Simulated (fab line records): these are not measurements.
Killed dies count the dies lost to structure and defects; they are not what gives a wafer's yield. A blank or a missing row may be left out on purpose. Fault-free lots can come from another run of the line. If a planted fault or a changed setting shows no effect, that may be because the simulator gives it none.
A lot that was struck, set against a sound lot -- flow sfqLine -- 26 out of 325 route steps
Sound: the wafers L601.3, L601.4, L601.5. Struck: wafer L594.4 (L594.2, L594.5, from the same lot, were not struck and are left out); the cause is given at the end.
At each step with rows: each side's tool, then ch and its chambers, then its first start. Under that, the readings that differ: sound wafers -- struck wafers -- difference of the means -- sigmas: that difference in standard deviations of wafers without a fault.
alike: same words and numbers on both sides, and readings whose means sit less than 2 such deviations apart. not compared: any withheld reading, any reading some wafer has no value for, any bound like >300 that may hide the same value, and any number with overlapping values for which the record gives no deviation.
A row with sigmas, a row that says differs or no value, or rows on one side alone: a step with any of these is where the two part. Numbers that don't overlap but have no deviation are shown without sigmas and don't part them. Lack of a reading on every wafer of one side parts them only where that side has two or more wafers.

SFQ_L0_RS_MEAS_901: the measuring method here is four-point-probe.
  sound on filmMetro-04 at day 5 11:36; struck on filmMetro-03 at day 4 00:35
  alike: L0_MONX_KI_RS
SFQ_L0_THK_MEAS_902: measures by xrf.
  sound on filmMetro-04 at day 5 11:42; struck on filmMetro-03 at day 4 00:41
  alike: L0_MONX_KI_THK
then, 6 steps without rows for these wafers: SFQ_TRILAYER_L0_LITHO_COAT_010 (resist thk 62 nm); SFQ_TRILAYER_L0_LITHO_COAT_005 (resist thk 600 nm); SFQ_TRILAYER_L0_LITHO_SOFTBAKE_009; SFQ_TRILAYER_L0_LITHO_EXPOSE_006 (exposes mask L0, target cd 2000 nm); SFQ_TRILAYER_L0_LITHO_PEB_008 (peb time 60 s); SFQ_TRILAYER_L0_LITHO_DEVELOP_007 (time 60 s).
-- the record jumps here: 3 days lie between the struck wafers' starts before and after --
SFQ_TRILAYER_L0_BARC_OPEN_METAL_ETCH_010: etches BARC in O2, target depth 125 nm, time 41.7 s.
  sound on rieMetal-03 ch 0,1, day 9 08:59; struck on rieMetal-01 ch 0, day 7 10:04
  alike: drypumpMotorCurrentA, oesProductAu
  not compared: rfHoursCounterH
then, 1 step without rows for these wafers: SFQ_TRILAYER_L0_ETCH_METAL_ETCH_008 (etches MoNx KI in SF6/O2, stops on SiO2, target depth 50 nm, time 25 s).
SFQ_TRILAYER_L0_STRIP_STRIP_009: strips in O2.
  sound on rieMetal-03 ch 0,1, day 9 09:17; struck on rieMetal-01 ch 0, day 7 10:11
reading,sound,struck,difference,sigmas
oesProductAu (a.u.),0.986 1.013 1.018,0.978,-0.028,-2
  alike: drypumpMotorCurrentA
  not compared: rfHoursCounterH
then, 1 step without rows for these wafers: SFQ_TRILAYER_L0_STRIP_SOLV_CLEAN_010 (cleans in NMP, time 600 s).
SFQ_TRILAYER_L0_CAP_PECVD_011: deposits SiO2 from SiH4/N2O, time 13.333 s, target thk 60 nm.
  sound on pecvd-01 ch 0,1,2, day 9 09:51; struck on pecvd-03 ch 2, day 7 11:09
reading,sound,struck,difference,sigmas
model.SiO2_of_TRILAYER_L0_CAP_PECVD_011.thkNm (nm),59.76 61.06 61.91,32.99,-27.92,
  alike: heaterPowerW, throttleValvePct
then, 6 steps without rows for these wafers: SFQ_TRILAYER_L0_VIA_LITHO_COAT_018 (resist thk 62 nm); SFQ_TRILAYER_L0_VIA_LITHO_COAT_013 (resist thk 650 nm); SFQ_TRILAYER_L0_VIA_LITHO_SOFTBAKE_017; SFQ_TRILAYER_L0_VIA_LITHO_EXPOSE_014 (exposes mask L0V, target cd 700 nm); SFQ_TRILAYER_L0_VIA_LITHO_PEB_016 (peb time 60 s); SFQ_TRILAYER_L0_VIA_LITHO_DEVELOP_015 (time 60 s).
-- the record jumps here: 4 days lie between the struck wafers' starts before and after --
SFQ_L0V_OVL_MEAS_903:
  sound on overlay-02 at day 13 20:28; struck on overlay-01 at day 11 19:28
  alike: L0V_OVL
SFQ_TRILAYER_L0_VIA_BARC_OPEN_VIA_ETCH_021: etches BARC in O2, target depth 125 nm, time 41.7 s.
  sound on rieDiel-03 ch 1,2, day 13 20:29; struck on rieDiel-03 ch 3, day 11 19:30
  alike: drypumpMotorCurrentA, oesProductAu
  not compared: rfHoursCounterH
SFQ_TRILAYER_L0_VIA_ETCH_VIA_ETCH_016: etches SiO2 in CHF3, stops on MoNx KI, target depth 80 nm.
  sound on rieDiel-03 ch 1,2, day 13 20:31; struck on rieDiel-03 ch 3, day 11 19:32
reading,sound,struck,difference,sigmas
oesProductAu (a.u.),0.839 0.853 0.863,0.633,-0.219,-24
model.etch.depthNm (nm),59.76 61.06 61.91,32.99,-27.92,
model.L0V.featureDepthNm (nm),59.76 61.06 61.91,32.99,-27.92,
  alike: drypumpMotorCurrentA
SFQ_TRILAYER_L0_VIA_STRIP_STRIP_017: strips in O2.
  sound on rieMetal-03 ch 0,1, day 13 20:46; struck on rieMetal-03 ch 1, day 11 19:35
  alike: drypumpMotorCurrentA, oesProductAu
  not compared: rfHoursCounterH
then, 1 step without rows for these wafers: SFQ_TRILAYER_L0_VIA_STRIP_SOLV_CLEAN_018 (cleans in NMP, time 600 s).
SFQ_TRILAYER_M0_DEP_PRE_CLEAN_020: time 15 s.
  sound on pvdSputter-05 at day 13 21:20; struck on pvdSputter-05 at day 11 20:22
reading,sound,struck,difference,sigmas
model.SiO2_of_TRILAYER_L0_CAP_PECVD_011.thkNm (nm),54.76 56.06 56.91,27.99,-27.92,
SFQ_TRILAYER_M0_DEP_SPUTTER_019: material Nb, target thk 200 nm, time 133.3 s.
  sound on pvdSputter-05 at day 13 21:22; struck on pvdSputter-05 at day 11 20:23
  alike: throttleValvePct

== WHERE THEY PART ==
First at SFQ_TRILAYER_L0_STRIP_STRIP_009; last, within this record, at SFQ_TRILAYER_L0_VIA_ETCH_VIA_ETCH_016. Later steps at which nothing parts them and some readings are alike: SFQ_TRILAYER_L0_VIA_STRIP_STRIP_017, SFQ_TRILAYER_M0_DEP_SPUTTER_019.

WHY: the cause the simulator had injected
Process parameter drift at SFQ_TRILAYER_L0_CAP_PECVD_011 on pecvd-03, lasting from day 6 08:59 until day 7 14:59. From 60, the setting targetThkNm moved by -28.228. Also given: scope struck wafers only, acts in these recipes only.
